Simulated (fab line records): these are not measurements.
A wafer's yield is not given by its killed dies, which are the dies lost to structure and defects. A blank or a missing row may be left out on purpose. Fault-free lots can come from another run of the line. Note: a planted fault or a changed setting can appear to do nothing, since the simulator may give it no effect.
fab line records    flow sky130
[record] lots = 7  wafers = 21  last_day = 50
route steps=708 shown SONOS_ONO@173 PAD_OPEN@708
lots untouched by any fault: they come from a run of this same line in which no faults occurred
start_h: start of the lot's first displayed wafer, in hours after the record's first day    wait_h: hours since the lot's step before    " repeats the value in the row above    L1.1+2: one row covering several wafers at once    - value missing, or start not given    * or withheld: withheld    < > ~ a bound
route shown NAME@n: NAME is a module with steps in the file, n the number in the route of the first one    usual: mean and standard deviation over wafers with no fault    same: alike in all rows    chamber/n: place in a boat    sites: the reading at each site    _std_site: their standard deviation    _edge_site: mean of outer sites minus mean of inner sites    radius_mm: for every site, how far away it sits from the centre of the wafer    mask NAME#n: copy n    behind: the last tool/chamber to shape the wafer    hold: what put the lot on hold/how long, in hours/how the hold closed    device: names the non-switching transistor (n, p or np)    end of line: tests of these same wafers at the route's end    where a step has no rows: the recipe by itself    killed: at the first sort, the dies lost to defects and structure; wafer yield is something else    map: a wafer's dies, marking killed ones x, the rest . and places with no die _
set.NAME: setting as actually run; set.NAME@STEP: the setting as run at that earlier step    model.NAME: the simulator's own value behind a step, which no gauge read
lots at some steps of the route; a table a step, a row a wafer
services: the hour from which a tool's chamber was out of use, counted from the record's first day as start_h (under 0 if before that day), plus the number of hours and why
[[steps]]
[step SKY_SONOS_ONO_THK_MEAS_05]
[recipe] reads = SiO2_of_SONOS_ONO_CVD_04
[usual] SONOS_ONO_CVD_04_THK = 5.81/0.1
lot.wafer  tool           chamber  start_h  wait_h  SONOS_ONO_CVD_04_THK[nm]
L769.2     film_metro-01  -        319.52   0.0     5.73
L769.4     "              -        "        "       5.82
L769.6     "              -        "        "       5.93
L771.2     film_metro-02  -        335.72   0.0     5.75
L771.4     "              -        "        "       5.81
L771.6     "              -        "        "       5.71
L772.2     film_metro-03  -        346.68   0.0     5.80
L772.5     "              -        "        "       5.82
L772.6     "              -        "        "       5.72
L773.3     film_metro-03  -        350.73   0.0     5.77
L773.4     "              -        "        "       5.71
L773.5     "              -        "        "       5.75
L778.1     film_metro-03  -        408.89   0.0     6.02
L778.3     "              -        "        "       5.92
L778.6     "              -        "        "       5.98
L781.1     film_metro-02  -        420.36   0.0     5.54
L781.4     "              -        "        "       5.75
L781.6     "              -        "        "       5.75
L783.2     film_metro-03  -        430.49   0.0     5.82
L783.4     "              -        "        "       5.85
L783.5     "              -        "        "       5.86
[step SKY_SONOS_ONO_DEHYDRATE_06]
[recipe] temp_c = 200  time_s = 60
[step SKY_SONOS_ONO_HMDS_07]
[recipe] prime_time_s = 60  prime_temp_c = 120
[step SKY_SONOS_ONO_COAT_08]
[recipe] resist = NOVOLAK  spin_rpm = 3000  resist_thk_nm = 1140
[step SKY_SONOS_ONO_SOFTBAKE_09]
[recipe] temp_c = 90  time_s = 60  resist = NOVOLAK
[step SKY_SONOS_ONO_EXPOSE_10]
[recipe] mask_id = ONOM  target_cd_nm = 410  na = 0.6  source_shape = conventional  sigma_outer = 0.6  dose_mj = 150
[step SKY_SONOS_ONO_PEB_11]
[recipe] temp_c = withheld  time_s = *  resist = NOVOLAK
[step SKY_SONOS_ONO_DEVELOP_12]
[recipe] develop_time_s = 60  dev_temp_c = 23
[step SKY_SONOS_ONO_CD_MEAS_13]
[recipe] target_cd_nm = 410
[usual] cd_nm = 410.9/2.1
lot.wafer  tool       chamber  start_h  wait_h  cd_nm
L769.2     cd_sem-01  -        345.48   0.1     406.7
L769.4     "          -        "        "       406.4
L769.6     "          -        "        "       406.9
L771.2     cd_sem-01  -        362.12   0.1     412.5
L771.4     "          -        "        "       413.8
L771.6     "          -        "        "       413.4
L772.2     cd_sem-02  -        373.21   0.1     411.9
L772.5     "          -        "        "       410.5
L772.6     "          -        "        "       411.2
L773.3     cd_sem-02  -        378.98   0.1     410.3
L773.4     "          -        "        "       410.0
L773.5     "          -        "        "       413.0
L778.1     cd_sem-02  -        439.36   0.1     409.5
L778.3     "          -        "        "       410.5
L778.6     "          -        "        "       408.4
L781.1     cd_sem-01  -        451.06   0.1     411.6
L781.4     "          -        "        "       411.3
L781.6     "          -        "        "       414.5
L783.2     cd_sem-01  -        461.61   0.1     411.5
L783.4     "          -        "        "       410.9
L783.5     "          -        "        "       411.5
[step SKY_SONOS_ONO_OVL_MEAS_14]
[usual] SONOS_ONO_OVL = 0.4/1.2
lot.wafer  tool        chamber  start_h  wait_h  SONOS_ONO_OVL[nm]
L769.2     overlay-02  -        345.59   0.1     1.0
L769.4     "           -        "        "       1.0
L769.6     "           -        "        "       -0.4
L771.2     overlay-02  -        362.22   0.1     1.3
L771.4     "           -        "        "       0.4
L771.6     "           -        "        "       0.7
L772.2     overlay-02  -        373.31   0.1     1.0
L772.5     "           -        "        "       -1.0
L772.6     "           -        "        "       -1.4
L773.3     overlay-01  -        379.07   0.1     2.2
L773.4     "           -        "        "       1.0
L773.5     "           -        "        "       1.7
L778.1     overlay-02  -        439.48   0.1     0.9
L778.3     "           -        "        "       -0.6
L778.6     "           -        "        "       -0.9
L781.1     overlay-01  -        451.18   0.1     0.7
L781.4     "           -        "        "       1.7
L781.6     "           -        "        "       2.9
L783.2     overlay-01  -        461.71   0.1     2.1
L783.4     "           -        "        "       2.6
L783.5     "           -        "        "       -0.2
[step SKY_SONOS_ONO_ETCH_15]
[recipe] target_depth_nm = 19.52  chemistry = CHF3/O2  source_w = 600  bias_w = 200  pressure_mtorr = 40  chf3_flow_sccm = 50  O2_flow_sccm = 5  time_s = 7.8
[usual] O2_flow_sccm = 5.001/0.015  drypump_motor_current_A = 5.88/0.28  oes_product_au = 1.003/0.0087  throttle_valve_pct = 8.825/0.0096
lot.wafer  tool         chamber  start_h  wait_h  O2_flow_sccm  drypump_motor_current_A  oes_product_au  rf_hours_counter_h  throttle_valve_pct
L769.2     rie_diel-04  3        345.62   0.0     5.010         5.61                     1.015           116                 8.836
L769.4     "            0        "        "       4.999         6.12                     0.999           29                  8.814
L769.6     "            1        "        "       5.005         6.16                     0.999           -                   8.840
L771.2     rie_diel-04  1        362.25   0.0     5.036         6.15                     0.997           57                  8.822
L771.4     "            1        "        "       4.993         6.15                     0.993           -                   8.848
L771.6     "            0        "        "       4.977         6.12                     1.009           -                   8.814
L772.2     rie_diel-04  2        373.34   0.0     5.003         5.37                     1.007           9                   8.821
L772.5     "            1        "        "       4.991         6.18                     0.993           -                   8.821
L772.6     "            2        "        "       5.015         5.37                     1.006           -                   8.827
L773.3     rie_diel-01  2        379.09   0.0     5.024         5.94                     1.003           93                  8.829
L773.4     "            3        "        "       4.998         5.97                     1.012           7                   8.820
L773.5     "            2        "        "       5.007         5.93                     1.006           -                   8.806
L778.1     rie_diel-01  0        439.52   0.0     5.007         5.61                     1.005           2                   8.812
L778.3     "            2        "        "       5.019         5.90                     1.005           94                  8.811
L778.6     "            2        "        "       5.009         5.88                     1.003           -                   8.817
L781.1     rie_diel-04  0        451.22   0.0     5.006         6.13                     0.997           31                  8.826
L781.4     "            3        "        "       5.011         5.62                     1.004           1                   8.812
L781.6     "            1        "        "       4.985         6.13                     0.985           -                   8.818
L783.2     rie_diel-01  2        461.74   0.0     5.010         5.90                     0.986           94                  8.823
L783.4     "            1        "        "       5.015         6.22                     1.001           2                   8.818
L783.5     "            2        "        "       5.020         5.91                     0.996           -                   8.822
[step SKY_SONOS_ONO_WET_ETCH_16]
[recipe] chemistry = dHF  target_depth_nm = 14  dry = n2_spin  target = SiO2  dilution = 100:1  temp_c = 25  time_s = 280
[step SKY_SONOS_ONO_STRIP_17]
[recipe] chemistry = O2/N2  power_w = 1400  pressure_mtorr = 1500  platen_temp_c = withheld  o2_flow_sccm = 3000  n2_flow_sccm = 300  overash_fraction = 0.5
[usual] chamber_pressure_mTorr = 1500.0/1.3  drypump_motor_current_A = 5.6/0.46  n2_flow_sccm = 300.0/0.92  oes_product_au = 0.710/0.0047  overash_fraction = 0.5/0  strip_time_to_endpoint_s = 14.13/0.038
lot.wafer  tool             chamber  start_h  wait_h  chamber_pressure_mTorr  drypump_motor_current_A  n2_flow_sccm  oes_product_au  overash_fraction  rf_hours_counter_h  strip_time_to_endpoint_s  model.NOVOLAK_of_SONOS_ONO_COAT_08.thk_nm
L769.2     plasma_asher-03  1        345.73   0.0     1499.4                  5.0                      301.7         0.713           0.5               63                  14.09                     0
L769.4     "                0        "        "       1499.7                  6.5                      299.1         0.703           0.5               -                   14.09                     0
L769.6     "                0        "        "       1498.4                  6.5                      299.1         0.716           0.5               -                   14.09                     0
L771.2     plasma_asher-04  1        362.36   0.0     -                       -                        -             -               -                 -                   -                         1121
L771.4     "                1        "        "       -                       -                        -             -               -                 -                   -                         1122
L771.6     "                1        "        "       -                       -                        -             -               -                 -                   -                         1121
L772.2     plasma_asher-03  1        373.45   0.0     -                       -                        -             -               -                 -                   -                         1123
L772.5     "                0        "        "       -                       -                        -             -               -                 -                   -                         1124
L772.6     "                1        "        "       -                       -                        -             -               -                 -                   -                         1127
L773.3     plasma_asher-01  0        379.23   0.0     -                       -                        -             -               -                 -                   -                         1124
L773.4     "                1        "        "       -                       -                        -             -               -                 -                   -                         1125
L773.5     "                1        "        "       -                       -                        -             -               -                 -                   -                         1123
L778.1     plasma_asher-04  1        439.63   0.0     1500.7                  5.7                      299.6         0.704           0.5               75                  14.11                     0
L778.3     "                1        "        "       1502.0                  5.7                      299.0         0.717           0.5               -                   14.14                     0
L778.6     "                0        "        "       1501.9                  5.1                      299.9         0.706           0.5               -                   14.15                     0
L781.1     plasma_asher-01  1        451.32   0.0     1499.9                  5.5                      301.2         0.715           0.5               34                  14.10                     0
L781.4     "                0        "        "       1501.0                  5.8                      301.0         0.714           0.5               -                   14.13                     0
L781.6     "                0        "        "       1498.7                  5.9                      299.8         0.705           0.5               -                   14.10                     0
L783.2     plasma_asher-03  1        461.85   0.0     1496.7                  5.0                      299.5         0.710           0.5               3                   14.10                     0
L783.4     "                1        "        "       1499.2                  5.0                      300.0         0.709           0.5               -                   14.04                     0
L783.5     "                1        "        "       1500.1                  5.0                      298.9         0.707           0.5               -                   14.09                     0
[step SKY_SONOS_ONO_WET_ETCH_18]
[recipe] chemistry = H3PO4  target_depth_nm = 15  target = Si3N4  temp_c = 160  time_s = 172
[step SKY_PAD_OPEN_PROBE_99]
[usual] killed_at_M0_to_M3 = 44/6.9  killed_at_M4_up = 3.3/1.8  killed_at_contacts = 24/5  killed_at_front_end = 16/4.6  killed_at_other = 0.2/0.42  killed_dies = 88/9.2  killed_on_rim = 17/3.5  killed_open = 48/7.3  killed_short = 40/6.5
[same] gross_dies = 492  killed_at_back_side = 0
lot.wafer  tool       chamber  start_h  wait_h  killed_at_M0_to_M3  killed_at_M4_up  killed_at_contacts  killed_at_front_end  killed_at_other  killed_dies  killed_on_rim  killed_open  killed_short
L769.2     prober-01  -        1128.77  0.1     39                  3                24                  11                   0                77           16             46           30
L769.4     prober-01  -        1128.87  0.2     45                  2                24                  20                   0                91           18             50           39
L769.6     prober-01  -        1128.97  0.2     37                  1                19                  15                   0                72           19             37           35
L771.2     prober-01  -        1133.84  0.1     57                  2                19                  414                  0                492          96             53           47
L771.4     prober-01  -        1133.94  0.2     45                  2                29                  416                  0                492          96             59           49
L771.6     prober-01  -        1134.04  0.2     47                  4                28                  413                  0                492          96             59           38
L772.2     prober-02  -        1141.67  0.1     39                  4                31                  418                  0                492          96             56           34
L772.5     prober-02  -        1141.82  0.2     51                  2                25                  414                  0                492          96             54           34
L772.6     prober-02  -        1141.87  0.2     42                  2                22                  426                  0                492          96             47           31
L773.3     prober-01  -        1147.92  0.2     46                  5                20                  421                  0                492          96             43           43
L773.4     prober-01  -        1147.97  0.2     50                  3                34                  405                  0                492          96             58           42
L773.5     prober-01  -        1148.02  0.2     41                  3                30                  418                  0                492          96             45           42
L778.1     prober-01  -        1185.98  0.1     44                  2                25                  11                   0                82           19             47           35
L778.3     prober-01  -        1186.08  0.2     38                  2                20                  12                   1                73           16             42           30
L778.6     prober-01  -        1186.23  0.2     51                  2                23                  16                   0                92           16             42           50
L781.1     prober-01  -        1187.90  0.1     47                  4                13                  19                   0                83           14             37           46
L781.4     prober-01  -        1188.05  0.2     42                  2                21                  18                   0                83           17             52           31
L781.6     prober-01  -        1188.15  0.2     41                  2                25                  23                   1                92           24             48           43
// killed by level:class
L769.2 VIA1:geometric_particle:open=10 CONTACT:geometric_particle:open=9 VIA2:geometric_particle:open=6 LI_CONTACT:geometric_particle:open=5 CONTACT:geometric_particle:short=5 FIELD_ISO:geometric_particle:short=4 METAL2:geometric_particle:short=4 VIA3:geometric_particle:open=4
L769.4 CONTACT:geometric_particle:open=12 METAL1:geometric_particle:short=8 METAL2:geometric_particle:short=8 VIA2:geometric_particle:open=6 LI_CONTACT:geometric_particle:open=6 VIA3:geometric_particle:open=6 FIELD_ISO:geometric_particle:open=5 POLY_GATE:geometric_particle:open=5
L769.6 VIA1:geometric_particle:open=10 FIELD_ISO:geometric_particle:short=7 CONTACT:geometric_particle:open=7 LI_CONTACT:geometric_particle:open=5 LOCAL_INTERCONNECT:geometric_particle:short=5 METAL1:geometric_particle:short=5 VIA2:geometric_particle:open=5 VIA3:geometric_particle:open=4
L771.2 GATE_OXIDE:area_oxidation=392 VIA1:geometric_particle:open=17 VIA3:geometric_particle:open=9 FIELD_ISO:geometric_particle:short=8 LI_CONTACT:geometric_particle:open=6 VIA1:geometric_particle:short=6 FIELD_ISO:geometric_particle:open=5 VIA2:geometric_particle:short=5
L771.4 GATE_OXIDE:area_oxidation=384 CONTACT:geometric_particle:open=16 FIELD_ISO:geometric_particle:short=12 VIA1:geometric_particle:open=9 FIELD_ISO:geometric_particle:open=7 METAL1:geometric_particle:short=6 POLY_GATE:geometric_particle:open=5 VIA2:geometric_particle:open=5
L771.6 GATE_OXIDE:area_oxidation=395 VIA1:geometric_particle:open=15 CONTACT:geometric_particle:open=10 LOCAL_INTERCONNECT:geometric_particle:short=7 VIA3:geometric_particle:open=7 FIELD_ISO:geometric_particle:open=6 LI_CONTACT:geometric_particle:open=5 CONTACT:geometric_particle:short=5
L772.2 GATE_OXIDE:area_oxidation=402 CONTACT:geometric_particle:open=12 VIA1:geometric_particle:open=11 FIELD_ISO:geometric_particle:open=7 LI_CONTACT:geometric_particle:open=6 LOCAL_INTERCONNECT:geometric_particle:short=5 VIA3:geometric_particle:open=5 VIA1:geometric_particle:short=5
L772.5 GATE_OXIDE:area_oxidation=404 CONTACT:geometric_particle:open=12 VIA1:geometric_particle:open=12 VIA3:geometric_particle:open=10 METAL2:geometric_particle:short=8 METAL1:geometric_particle:short=6 LI_CONTACT:geometric_particle:open=5 VIA2:geometric_particle:short=5
L772.6 GATE_OXIDE:area_oxidation=414 VIA1:geometric_particle:open=13 CONTACT:geometric_particle:open=11 METAL2:geometric_particle:short=5 VIA2:geometric_particle:open=5 VIA3:geometric_particle:open=5 LI_CONTACT:geometric_particle:open=4 VIA1:geometric_particle:short=4
L773.3 GATE_OXIDE:area_oxidation=406 CONTACT:geometric_particle:open=11 METAL1:geometric_particle:short=8 VIA1:geometric_particle:open=8 VIA3:geometric_particle:open=7 FIELD_ISO:geometric_particle:short=6 METAL2:geometric_particle:short=6 VIA1:geometric_particle:short=5
L773.4 GATE_OXIDE:area_oxidation=392 CONTACT:geometric_particle:open=14 VIA1:geometric_particle:open=13 VIA2:geometric_particle:open=8 LI_CONTACT:geometric_particle:open=7 VIA1:geometric_particle:short=6 VIA3:geometric_particle:open=6 CONTACT:geometric_particle:short=5
L773.5 GATE_OXIDE:area_oxidation=405 CONTACT:geometric_particle:open=13 VIA1:geometric_particle:open=11 METAL2:geometric_particle:short=9 POLY_GATE:geometric_particle:short=6 VIA3:geometric_particle:open=6 LI_CONTACT:geometric_particle:open=5 LOCAL_INTERCONNECT:geometric_particle:short=5
L778.1 VIA1:geometric_particle:open=12 VIA3:geometric_particle:open=8 METAL2:geometric_particle:short=7 CONTACT:geometric_particle:open=7 LI_CONTACT:geometric_particle:short=5 LI_CONTACT:geometric_particle:open=5 VIA2:geometric_particle:open=5 LOCAL_INTERCONNECT:geometric_particle:short=4
L778.3 VIA2:geometric_particle:open=9 CONTACT:geometric_particle:open=7 METAL1:geometric_particle:short=7 VIA1:geometric_particle:open=7 LI_CONTACT:geometric_particle:open=4 LOCAL_INTERCONNECT:geometric_particle:short=4 VIA3:geometric_particle:open=4 FIELD_ISO:geometric_particle:open=3
L778.6 METAL2:geometric_particle:short=10 VIA1:geometric_particle:open=9 LOCAL_INTERCONNECT:geometric_particle:short=7 METAL1:geometric_particle:short=6 LI_CONTACT:geometric_particle:open=5 VIA2:geometric_particle:open=5 CONTACT:geometric_particle:open=4 VIA1:geometric_particle:short=4
L781.1 METAL2:geometric_particle:short=7 VIA1:geometric_particle:open=7 VIA1:geometric_particle:short=6 VIA3:geometric_particle:short=6 FIELD_ISO:geometric_particle:short=5 VIA2:geometric_particle:short=5 VIA3:geometric_particle:open=5 FIELD_ISO:geometric_particle:open=4
L781.4 VIA1:geometric_particle:open=12 VIA2:geometric_particle:open=10 LI_CONTACT:geometric_particle:open=9 VIA3:geometric_particle:open=6 FIELD_ISO:geometric_particle:short=5 CONTACT:geometric_particle:open=5 VIA1:geometric_particle:short=5 POLY_GATE:geometric_particle:open=4
L781.6 VIA2:geometric_particle:open=9 CONTACT:geometric_particle:open=9 VIA1:geometric_particle:open=9 FIELD_ISO:geometric_particle:short=8 POLY_GATE:geometric_particle:open=7 CONTACT:geometric_particle:short=6 METAL2:geometric_particle:short=6 METAL1:geometric_particle:short=5
// map L771.2 (x killed, . not)
__________xxxxxxxxxx_________
________xxxxxxxxxxxxxx_______
______xxxxxxxxxxxxxxxxxx_____
_____xxxxxxxxxxxxxxxxxxxx____
____xxxxxxxxxxxxxxxxxxxxxx___
___xxxxxxxxxxxxxxxxxxxxxxxx__
__xxxxxxxxxxxxxxxxxxxxxxxxxx_
_xxxxxxxxxxxxxxxxxxxxxxxxxxxx
_xxxxxxxxxxxxxxxxxxxxxxxxxxxx
_xxxxxxxxxxxxxxxxxxxxxxxxxxxx
_xxxxxxxxxxxxxxxxxxxxxxxxxxxx
_xxxxxxxxxxxxxxxxxxxxxxxxxxxx
_xxxxxxxxxxxxxxxxxxxxxxxxxxxx
_xxxxxxxxxxxxxxxxxxxxxxxxxxxx
_xxxxxxxxxxxxxxxxxxxxxxxxxxxx
__xxxxxxxxxxxxxxxxxxxxxxxxxx_
___xxxxxxxxxxxxxxxxxxxxxxxx__
____xxxxxxxxxxxxxxxxxxxxxx___
_____xxxxxxxxxxxxxxxxxxxx____
______xxxxxxxxxxxxxxxxxx_____
________xxxxxxxxxxxxxx_______
__________xxxxxxxxxx_________
// map L772.2 (x killed, . not)
__________xxxxxxxxxx_________
________xxxxxxxxxxxxxx_______
______xxxxxxxxxxxxxxxxxx_____
_____xxxxxxxxxxxxxxxxxxxx____
____xxxxxxxxxxxxxxxxxxxxxx___
___xxxxxxxxxxxxxxxxxxxxxxxx__
__xxxxxxxxxxxxxxxxxxxxxxxxxx_
_xxxxxxxxxxxxxxxxxxxxxxxxxxxx
_xxxxxxxxxxxxxxxxxxxxxxxxxxxx
_xxxxxxxxxxxxxxxxxxxxxxxxxxxx
_xxxxxxxxxxxxxxxxxxxxxxxxxxxx
_xxxxxxxxxxxxxxxxxxxxxxxxxxxx
_xxxxxxxxxxxxxxxxxxxxxxxxxxxx
_xxxxxxxxxxxxxxxxxxxxxxxxxxxx
_xxxxxxxxxxxxxxxxxxxxxxxxxxxx
__xxxxxxxxxxxxxxxxxxxxxxxxxx_
___xxxxxxxxxxxxxxxxxxxxxxxx__
____xxxxxxxxxxxxxxxxxxxxxx___
_____xxxxxxxxxxxxxxxxxxxx____
______xxxxxxxxxxxxxxxxxx_____
________xxxxxxxxxxxxxx_______
__________xxxxxxxxxx_________
[[services]]
tool             chamber  start_h  hours  kind
rie_diel-04      0        323.28   14.6   repair
rie_diel-04      3        361.26   12.3   repair
plasma_asher-01  -        363.88   1.3    repair
rie_diel-04      3        376.76   1.8    repair
rie_diel-04      3        378.59   -      clean
rie_diel-04      3        378.59   24.6   scheduled_down
rie_diel-04      3        378.59   24.6   vent_cycle
plasma_asher-03  -        398.08   4.0    repair
plasma_asher-03  -        421.25   9.0    pm
plasma_asher-03  0        421.25   9.0    vent_cycle
plasma_asher-03  1        421.25   9.0    vent_cycle
plasma_asher-03  0        430.25   -      clean
plasma_asher-03  1        430.25   -      clean
[[key]]
[first_sign] step = SKY_SONOS_ONO_STRIP_17  reading = tool_record  direction = missing
[effect] step = SKY_PAD_OPEN_PROBE_99  reading = killed_at_front_end  direction = up  sigmas = 87  usual = 16  struck = 416
[model_effect] step = SKY_SONOS_ONO_STRIP_17  value = NOVOLAK_of_SONOS_ONO_COAT_08.thk_nm  without = 0  struck = 1123
[more_kills_born_at] SKY_GATE_OXIDE_OXIDATION_01@furnace-02 = 2391  SKY_GATE_OXIDE_OXIDATION_01@furnace-01 = 1203
met_at SKY_SONOS_ONO_STRIP_17
struck_wafers L771.2,L771.4,L771.6,L772.2,L772.5,L772.6,L773.3,L773.4,L773.5
later_rows_left_out L771.2,L771.4,L771.6,L772.2,L772.5,L772.6,L773.3,L773.4,L773.5
tester_left_out L771,L772,L773
onset_between 345.73 362.36
[fault] kind = skipped_step_whole  tool = plasma_asher-01,plasma_asher-03,plasma_asher-04  chamber = -  onset_h = 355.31  steps = SKY_SONOS_ONO_STRIP_17  scope = struck_lots_only
// tester_left_out: of these lots the tester's yield and bins aren't shown, on N5 and GAA mostly nor the transistor test; their killed dies are dies lost to structure and defects alone, not to doping, threshold or leakage, so they don't give the yield
// later_rows_left_out: the simulator's readings of these wafers behind a module that went badly wrong aren't trusted and aren't shown, but for the sort
